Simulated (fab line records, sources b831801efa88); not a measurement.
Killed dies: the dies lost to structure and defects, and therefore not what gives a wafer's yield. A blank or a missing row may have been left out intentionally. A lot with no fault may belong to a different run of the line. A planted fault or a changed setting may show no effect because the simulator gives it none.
Matching of chambers + flow gf180mcu + rie diel-01 running GF_V2_ETCH_16: 4 sister chambers
The step etches BARC in N2/H2. 16 wafers are shown with their chamber, then 7 later ones without.

== EACH WAFER AND ITS CHAMBER ==
| wafer  | chamber | drypump motor current A (A) | throttle valve pct (%) | chamber pressure mTorr (mTorr) |
|--------|---------|-----------------------------|------------------------|--------------------------------|
| L668.3 | 0       | 5.5                         | 13.229                 | 30.04                          |
| L668.4 | 1       | 5.2                         | 13.227                 | 30.00                          |
| L668.6 | 2       | 6.5                         | 13.209                 | 29.98                          |
| L671.3 | 2       | 6.5                         | 13.216                 | 30.00                          |
| L671.5 | 2       | 6.5                         | 13.212                 | 29.98                          |
| L671.6 | 3       | 5.2                         | 13.226                 | 29.94                          |
| L672.2 | 3       | 5.2                         | 13.224                 | 29.97                          |
| L672.4 | 1       | 5.2                         | 13.231                 | 29.98                          |
| L672.5 | 2       | 6.5                         | 13.228                 | 29.99                          |
| L674.3 | 3       | 5.2                         | 13.240                 | 30.06                          |
| L674.4 | 1       | 5.2                         | 13.219                 | 30.01                          |
| L684.1 | 2       | 6.5                         | 13.210                 | 30.04                          |
| L684.4 | 3       | 5.2                         | 13.222                 | 30.00                          |
| L684.6 | 1       | 5.2                         | 13.226                 | 30.07                          |
| L685.1 | 1       | 5.2                         | 13.224                 | 29.95                          |
| L685.4 | 0       | 5.4                         | 13.235                 | 30.03                          |

SIGNATURES (means of the wafers above)
| reading                 | chamber 0 | chamber 1 | chamber 2 | chamber 3 | scatter within a chamber |
|-------------------------|-----------|-----------|-----------|-----------|--------------------------|
| drypump motor current A | 5.450     | 5.200     | 6.500     | 5.200     | 0.0204                   |
| throttle valve pct      | 13.23200  | 13.22540  | 13.21500  | 13.22800  | 0.00668                  |
| chamber pressure mTorr  | 30.0350   | 30.0020   | 29.9980   | 29.9925   | 0.039                    |
Rule: for a wafer and a chamber, the distance is found by dividing, reading by reading, the gap between the wafer's reading and the chamber's mean by the reading's scatter, squaring, summing and taking the root. If the next closest chamber is less than 2 further off than the closest, the wafer can't be placed; otherwise it belongs to the closest. The scatter: the root of (the sum of the squares of (reading less its chamber's mean) over the shown wafers, divided by (wafers less chambers)).

== WAFERS WITH NO CHAMBER GIVEN ==
| wafer  | drypump motor current A (A) | throttle valve pct (%) | chamber pressure mTorr (mTorr) |
|--------|-----------------------------|------------------------|--------------------------------|
| L685.6 | 5.2                         | 13.225                 | 29.98                          |
| L686.2 | 6.4                         | 13.231                 | 30.00                          |
| L686.4 | 5.2                         | 13.235                 | 29.98                          |
| L686.6 | 5.2                         | 13.226                 | 30.00                          |
| L688.1 | 6.5                         | 13.218                 | 30.04                          |
| L688.2 | 5.4                         | 13.235                 | 29.99                          |
| L688.5 | 5.2                         | 13.235                 | 29.96                          |

== CHAMBER TAKEN BY EACH ==
| wafer  | from the rows above     | in truth |
|--------|-------------------------|----------|
| L685.6 | can't be placed: 3 or 1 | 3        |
| L686.2 | 2                       | 2        |
| L686.4 | can't be placed: 3 or 1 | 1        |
| L686.6 | can't be placed: 1 or 3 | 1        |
| L688.1 | 2                       | 2        |
| L688.2 | 0                       | 0        |
| L688.5 | can't be placed: 3 or 1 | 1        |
Correctly placed: 3 of 7. Cannot be placed on the basis of these rows: 4; the candidates contain the true chamber in 4. Placed wrongly: 0.
